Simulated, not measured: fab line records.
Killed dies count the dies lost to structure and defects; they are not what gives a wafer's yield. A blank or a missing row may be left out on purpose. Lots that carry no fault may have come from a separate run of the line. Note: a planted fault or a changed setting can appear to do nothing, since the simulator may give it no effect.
fab line records	flow sfqLine
record lots=15	wafers=45	lastDay=89
route steps=325 shown I3@133 M4@159 I4@163
lots untouched by any fault: they come from a run of this same line in which no faults occurred
startH: hours from the record's opening day to when the first of the lot's shown wafers began	waitH: how many hours have passed since the lot's step before this one	" identical to the entry in the row above	L1.1+2: a single row standing in for several wafers	- value missing, or start not given	* or withheld: withheld	< > ~ a bound
route shown NAME@n: names a module that has steps shown in the file, with the first one's number in the route	usual: average and standard deviation across the fault-free wafers	same: alike in all rows	chamber/n: place in a boat	sites: readings site by site	_std_site: the values' standard deviation	_edge_site: inner sites' mean taken away from outer sites' mean	radiusMm: for every site, how far away it sits from the centre of the wafer	mask NAME#n: copy n	behind: the tool/chamber that last shaped the wafer	hold: reason for holding the lot/hours on hold/outcome of the hold	device: transistor that didn't switch, given as n, p or np	end of line: the tests these same wafers got at the end of their route	a step given without rows: its recipe and nothing more	killed: dies lost to structure and defects at the first sort, not the wafer's yield	map: a wafer's dies, marking killed ones x, the rest . and places with no die _
set.NAME: setting as actually run; set.NAME@STEP: the setting as run at that earlier step	model.NAME: the simulator's own value behind a step, which no gauge read
steps of the route over a sample of lots; a table a step, a row a wafer
services: a tool's chamber out of use, with start hour (startH, from the record's first day; less than 0 if before it), hours out, and reason
## steps
# step SFQ_TRILAYER_I3_DEP_PECVD_081
# recipe material=SiO2	tempC=150	timeS=111.11	pressureTorr=2.4	rfW=183.3	precursor=SiH4/N2O	targetThkNm=500
# usual heaterPowerOuterW=31/9.7	heaterPowerW=87/16	rfFwdPowerW=182.2/0.58	throttleValvePct=23.9/0.99
# same timeS=111.11
lot.wafer	tool	chamber	startH	waitH	heaterPowerOuterW	heaterPowerW	rfFwdPowerW	throttleValvePct
L357.1	pecvd-03	1	682.84	0.0	22	70	182.4	22.9
L357.4	"	1	"	"	23	70	182.4	23.3
L357.5	"	0	"	"	26	74	181.4	22.7
L358.1	pecvd-01	0	692.45	0.0	39	106	181.9	23.9
L358.4	"	1	"	"	12	64	181.8	23.7
L358.6	"	0	"	"	40	107	181.6	23.8
L359.1	pecvd-03	2	698.70	0.0	51	118	182.6	25.5
L359.5	"	0	"	"	31	80	182.2	22.8
L359.6	"	2	"	"	54	117	182.4	25.8
L360.3	pecvd-01	0	707.10	0.0	37	103	182.0	24.0
L360.4	"	1	"	"	11	65	181.9	23.4
L360.6	"	0	"	"	38	105	181.1	23.9
L361.1	pecvd-01	0	731.62	0.0	31	95	181.7	23.8
L361.3	"	2	"	"	32	83	180.7	23.2
L361.4	"	1	"	"	23	80	181.9	23.6
L363.4	pecvd-02	1	751.29	0.0	41	108	183.0	23.3
L363.5	"	2	"	"	29	84	182.6	24.3
L363.6	"	0	"	"	25	75	182.0	24.9
L366.1	pecvd-03	2	781.06	0.0	50	116	181.5	25.8
L366.4	"	0	"	"	20	66	182.3	22.9
L366.5	"	1	"	"	14	60	182.5	23.2
L368.1	pecvd-01	0	802.67	0.0	41	109	182.0	24.1
L368.3	"	0	"	"	41	113	182.0	24.0
L368.4	"	1	"	"	22	80	181.6	23.6
L369.1	pecvd-01	0	813.47	0.0	40	108	181.9	24.1
L369.2	"	1	"	"	19	74	181.7	23.7
L369.4	"	0	"	"	40	108	182.3	24.1
L370.1	pecvd-03	2	829.10	0.0	55	119	182.0	26.1
L370.5	"	0	"	"	29	79	182.9	22.9
L370.6	"	1	"	"	14	59	183.0	23.4
L371.2	pecvd-01	2	837.50	0.0	32	82	181.9	23.1
L371.4	"	2	"	"	33	84	182.0	23.2
L371.6	"	0	"	"	40	109	182.0	24.1
L375.1	pecvd-03	1	877.24	0.0	18	64	182.3	23.2
L375.2	"	2	"	"	49	110	183.8	26.4
L375.5	"	1	"	"	20	70	181.7	23.3
L376.1	pecvd-02	0	886.82	0.0	38	92	182.5	25.2
L376.2	"	1	"	"	38	102	182.0	23.6
L376.5	"	0	"	"	25	76	182.8	25.5
L377.1	pecvd-01	1	890.42	0.0	15	70	181.5	24.2
L377.3	"	2	"	"	36	86	182.4	23.2
L377.6	"	2	"	"	24	72	182.4	23.2
L379.2	pecvd-01	2	914.42	0.0	32	81	182.4	23.4
L379.4	"	1	"	"	23	80	182.1	24.1
L379.5	"	0	"	"	42	107	181.8	24.2
# step SFQ_TRILAYER_I3_METRO_MEASURE_083
# usual thkNm=200.1/1.2
lot.wafer	tool	chamber	startH	waitH	thkNm
L357.1	filmMetro-04	-	701.73	0.1	199.9
L357.4	"	-	"	"	200.0
L357.5	"	-	"	"	199.9
L358.1	filmMetro-02	-	714.97	0.1	200.7
L358.4	"	-	"	"	201.0
L358.6	"	-	"	"	198.8
L359.1	filmMetro-03	-	723.97	0.1	199.8
L359.5	"	-	"	"	199.5
L359.6	"	-	"	"	200.4
L360.3	filmMetro-02	-	731.28	0.5	199.8
L360.4	"	-	"	"	200.0
L360.6	"	-	"	"	198.2
L361.1	filmMetro-04	-	758.15	0.1	200.5
L361.3	"	-	"	"	200.6
L361.4	"	-	"	"	200.1
L363.4	filmMetro-04	-	785.75	0.6	199.5
L363.5	"	-	"	"	201.8
L363.6	"	-	"	"	201.3
L366.1	filmMetro-04	-	812.15	0.1	199.9
L366.4	"	-	"	"	200.1
L366.5	"	-	"	"	198.3
L368.1	filmMetro-03	-	826.64	0.1	200.8
L368.3	"	-	"	"	199.4
L368.4	"	-	"	"	200.6
L369.1	filmMetro-03	-	835.64	0.1	201.1
L369.2	"	-	"	"	201.4
L369.4	"	-	"	"	199.9
L370.1	filmMetro-02	-	845.15	0.1	201.5
L370.5	"	-	"	"	201.9
L370.6	"	-	"	"	201.2
L371.2	filmMetro-04	-	853.84	0.3	201.5
L371.4	"	-	"	"	200.7
L371.6	"	-	"	"	201.8
L375.1	filmMetro-02	-	886.78	0.1	201.1
L375.2	"	-	"	"	200.2
L375.5	"	-	"	"	201.1
L376.1	filmMetro-02	-	899.79	0.1	199.4
L376.2	"	-	"	"	198.8
L376.5	"	-	"	"	198.5
L377.1	filmMetro-03	-	902.19	0.1	199.6
L377.3	"	-	"	"	201.5
L377.6	"	-	"	"	199.4
L379.2	filmMetro-03	-	917.82	0.3	199.1
L379.4	"	-	"	"	198.5
L379.5	"	-	"	"	198.1
# step SFQ_TRILAYER_M4_BARC_OPEN_METAL_ETCH_123
# recipe maskMaterial=PR	chemistry=O2	targetDepthNm=125	target=BARC	icpW=600	biasW=80	pressureMtorr=10	timeS=41.7
# usual drypumpMotorCurrentA=5.51/0.18	oesProductAu=0.685/0.0049	rfFwdPowerW=594.3/2.6
# same timeS=41.7
lot.wafer	tool	chamber	startH	waitH	drypumpMotorCurrentA	oesProductAu	rfFwdPowerW	rfHoursCounterH
L357.1	rieMetal-01	0	860.54	0.0	5.37	0.685	595.0	44
L357.4	"	0	"	"	5.40	0.680	596.6	-
L357.5	"	1	"	"	5.58	0.684	595.6	-
L358.1	rieMetal-02	0	862.04	0.0	5.22	0.691	588.3	12
L358.4	"	0	"	"	5.24	0.686	588.8	-
L358.6	"	0	"	"	5.22	0.687	588.2	-
L359.1	rieMetal-01	0	863.06	0.0	5.39	0.681	593.6	44
L359.5	"	1	"	"	5.59	0.681	595.5	-
L359.6	"	0	"	"	5.37	0.682	593.5	-
L360.3	rieMetal-04	1	864.28	0.0	5.55	0.689	595.7	-
L360.4	"	0	"	"	5.58	0.685	596.8	-
L360.6	"	1	"	"	5.54	0.691	598.4	-
L361.1	rieMetal-01	1	1050.95	0.0	5.62	0.686	593.7	25
L361.3	"	0	"	"	5.42	0.692	592.6	-
L361.4	"	1	"	"	5.56	0.682	593.5	-
L363.4	rieMetal-02	1	1073.54	0.0	5.81	0.675	595.6	-
L363.5	"	1	"	"	5.83	0.683	593.0	-
L363.6	"	0	"	"	5.21	0.686	591.6	-
L366.1	rieMetal-04	1	1103.52	0.0	5.54	0.681	597.5	48
L366.4	"	0	"	"	5.58	0.680	693.4	-
L366.5	"	1	"	"	5.57	0.692	595.8	-
L368.1	rieMetal-04	0	1114.32	0.0	5.57	0.683	690.3	124
L368.3	"	0	"	"	5.57	0.694	690.8	-
L368.4	"	1	"	"	5.55	0.680	596.1	-
L369.1	rieMetal-04	0	1126.32	0.0	5.56	0.685	692.8	126
L369.2	"	1	"	"	5.53	0.686	594.2	52
L369.4	"	1	"	"	5.54	0.689	595.1	-
L370.1	rieMetal-01	1	1138.32	0.0	5.59	0.681	593.5	37
L370.5	"	0	"	"	5.40	0.682	593.5	-
L370.6	"	1	"	"	5.57	0.683	594.9	-
L371.2	rieMetal-01	0	1151.52	0.0	5.39	0.684	593.6	80
L371.4	"	1	"	"	5.57	0.674	593.9	-
L371.6	"	1	"	"	5.56	0.687	592.6	-
L375.1	rieMetal-01	1	1180.37	0.0	5.54	0.687	596.2	42
L375.2	"	0	"	"	5.39	0.697	594.0	84
L375.5	"	0	"	"	5.41	0.683	593.8	-
L376.1	rieMetal-02	1	1192.37	0.0	5.80	0.683	593.8	35
L376.2	"	0	"	"	5.22	0.684	589.4	55
L376.5	"	1	"	"	5.82	0.682	594.4	-
L377.1	rieMetal-01	0	1193.57	0.0	5.38	0.682	595.0	86
L377.3	"	0	"	"	5.37	0.686	593.2	-
L377.6	"	1	"	"	5.58	0.689	593.8	-
L379.2	rieMetal-04	0	1210.37	0.0	5.60	0.695	595.8	135
L379.4	"	1	"	"	5.57	0.682	594.1	-
L379.5	"	1	"	"	5.57	0.682	595.8	-
# step SFQ_TRILAYER_I4_DEP_PECVD_099
# recipe material=SiO2	tempC=150	timeS=111.11	pressureTorr=2.4	rfW=183.3	precursor=SiH4/N2O	targetThkNm=500
# usual heaterPowerOuterW=33/9	heaterPowerW=88/15	rfFwdPowerW=182.4/0.6	throttleValvePct=24.4/1.3
# same timeS=111.11
lot.wafer	tool	chamber	startH	waitH	heaterPowerOuterW	heaterPowerW	rfFwdPowerW	throttleValvePct
L357.1	pecvd-03	0	861.50	0.0	26	75	182.6	23.1
L357.4	"	1	"	"	24	72	182.9	23.2
L357.5	"	2	"	"	47	107	182.6	25.7
L358.1	pecvd-04	2	863.78	0.0	41	107	181.8	26.9
L358.4	"	1	"	"	38	100	181.9	25.5
L358.6	"	2	"	"	28	91	182.1	27.2
L359.1	pecvd-03	1	864.02	0.0	18	65	183.3	23.6
L359.5	"	0	"	"	20	66	181.7	23.0
L359.6	"	1	"	"	20	68	183.0	23.0
L360.3	pecvd-02	0	865.22	0.0	28	80	183.5	25.3
L360.4	"	2	"	"	33	91	182.3	24.7
L360.6	"	0	"	"	30	85	183.0	25.4
L361.1	pecvd-04	0	1051.91	0.0	34	87	182.2	24.2
L361.3	"	2	"	"	33	90	182.2	22.8
L361.4	"	2	"	"	35	92	182.7	22.8
L363.4	pecvd-04	1	1074.52	0.0	32	94	182.0	23.3
L363.5	"	2	"	"	38	95	183.0	22.6
L363.6	"	0	"	"	38	91	182.4	24.0
L366.1	pecvd-02	1	1104.48	0.0	41	106	183.1	24.2
L366.4	"	0	"	"	31	87	181.4	26.6
L366.5	"	2	"	"	35	92	183.8	25.6
L368.1	pecvd-02	1	1115.28	0.0	38	101	182.9	23.9
L368.3	"	0	"	"	28	80	181.4	26.1
L368.4	"	0	"	"	30	84	182.5	26.5
L369.1	pecvd-02	0	1127.28	0.0	31	82	182.1	26.2
L369.2	"	1	"	"	31	92	182.3	24.2
L369.4	"	1	"	"	34	97	182.3	24.4
L370.1	pecvd-04	2	1139.28	0.0	38	96	182.8	22.7
L370.5	"	0	"	"	31	82	182.9	24.6
L370.6	"	1	"	"	38	101	182.0	23.7
L371.2	pecvd-03	1	1152.48	0.0	24	73	182.3	23.3
L371.4	"	1	"	"	14	60	182.4	23.2
L371.6	"	0	"	"	21	67	182.5	22.9
L375.1	pecvd-04	1	1181.33	0.0	39	103	182.1	23.3
L375.2	"	2	"	"	30	86	182.9	23.0
L375.5	"	1	"	"	41	106	181.4	23.6
L376.1	pecvd-03	2	1193.33	0.0	43	103	182.8	26.1
L376.2	"	1	"	"	16	62	182.1	23.1
L376.5	"	1	"	"	19	64	182.5	23.2
L377.1	pecvd-02	2	1194.53	0.0	29	88	182.8	25.2
L377.3	"	0	"	"	30	86	181.7	26.8
L377.6	"	2	"	"	32	89	182.7	25.4
L379.2	pecvd-03	0	1211.33	0.0	27	76	182.7	23.2
L379.4	"	1	"	"	22	71	182.8	23.0
L379.5	"	0	"	"	30	79	181.5	23.1
## services
tool	chamber	startH	hours	kind
pecvd-03	1	665.24	4.7	repair
pecvd-01	1	699.21	6.6	repair
pecvd-01	-	714.98	0.7	repair
rieMetal-01	0	760.54	50.6	repair
pecvd-01	2	777.61	37.6	repair
pecvd-02	1	797.75	10.4	repair
pecvd-01	-	813.63	1.3	repair
pecvd-01	1	823.90	15.5	repair
pecvd-01	-	837.89	28.1	pm
pecvd-03	-	871.29	0.9	repair
pecvd-01	-	875.20	3.0	repair
pecvd-01	2	877.43	8.5	repair
pecvd-01	-	878.15	2.8	pm
pecvd-03	-	923.62	5.3	repair
rieMetal-01	-	955.21	0.4	repair
pecvd-02	-	960.20	0.9	repair
pecvd-03	-	981.58	1.6	repair
rieMetal-01	-	988.97	2.8	pm
pecvd-02	2	1032.40	7.3	repair
pecvd-03	-	1051.58	2.8	pm
pecvd-03	-	1058.79	0.5	repair
pecvd-03	-	1125.67	0.7	repair
pecvd-01	-	1166.89	5.5	pm
pecvd-03	-	1174.98	14.6	pm
## key
firstSign step=SFQ_TRILAYER_M4_BARC_OPEN_METAL_ETCH_123	reading=rfFwdPowerW	direction=up	sigmas=38	usual=594.3	struck=691.8
effect none on later readings
metAt SFQ_TRILAYER_M4_BARC_OPEN_METAL_ETCH_123
struckLots L366,L368,L369
struckWafers L366.4,L368.1,L368.3,L369.1
notActingAt SFQ_TRILAYER_I3_DEP_PECVD_081,SFQ_TRILAYER_I3_METRO_MEASURE_083,SFQ_TRILAYER_I4_DEP_PECVD_099
onsetBetween 864.28 1103.52
fault kind=processParameterDrift	tool=rieMetal-04	chamber=0	onsetH=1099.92	steps=SFQ_TRILAYER_M4_BARC_OPEN_METAL_ETCH_123	channel=icpW	offset=96	shape=step	endH=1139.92	actsIn=theseRecipesOnly	stated=600
